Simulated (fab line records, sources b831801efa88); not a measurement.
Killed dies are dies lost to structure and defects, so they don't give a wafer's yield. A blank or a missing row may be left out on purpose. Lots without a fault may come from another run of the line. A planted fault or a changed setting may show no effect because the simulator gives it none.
Which tool did it? | flow sky130 | 6 lots, 18 wafers sampled, at 2 steps of a route of 708

WHAT THE GAUGES READ, wafer by wafer
SKY_CONTACT_BOW_MEAS_05.
lot  | measured     | on            | CONTACT_BOW (um)
L355 | day 31 12:49 | film_metro-04 | 84 85 89
L361 | day 33 07:57 | film_metro-04 | 77 82 97
L363 | day 33 21:25 | film_metro-01 | 78 77 90
L369 | day 35 12:26 | film_metro-01 | 96 81 77
L372 | day 36 16:14 | film_metro-01 | 87 73 89
L374 | day 37 02:34 | film_metro-01 | 77 78 93

WHICH TOOL RAN EACH LOT (tool, then ch and the chambers of the sampled wafers, then the start)
lot  | SKY_LOCAL_INTERCONNECT_STRIP_15
L355 | plasma_asher-02 ch 0,1, day 31 11:38
L361 | plasma_asher-01 ch 0,1, day 33 06:47
L363 | plasma_asher-02 ch 0,1, day 33 20:17
L369 | plasma_asher-02 ch 0,1, day 35 11:19
L372 | plasma_asher-01 ch 0,1, day 36 14:41
L374 | plasma_asher-03 ch 0,1, day 37 01:25
- SKY_LOCAL_INTERCONNECT_STRIP_15: strips in O2/N2.

THE ANSWER, worked out from the rows above alone
Rule: what is usual is taken from the lots themselves. Put in order of their means at a reading, lots are off if they are a third of the lots or fewer, leave a main group of 4 or more, and stand apart from it by a gap of 3 or more times the standard deviation of the main group's means; of several such gaps the widest counts. A main group whose means are all the same, to the digits that the tables above print for the reading, isn't used. A lot without any number at a reading at which 4 lots or more have one is off too. The other lots that the step has rows for count as sound.
No lot is off at any reading shown: from this, nothing can be told.

WHAT THE SIMULATOR HAD PUT IN
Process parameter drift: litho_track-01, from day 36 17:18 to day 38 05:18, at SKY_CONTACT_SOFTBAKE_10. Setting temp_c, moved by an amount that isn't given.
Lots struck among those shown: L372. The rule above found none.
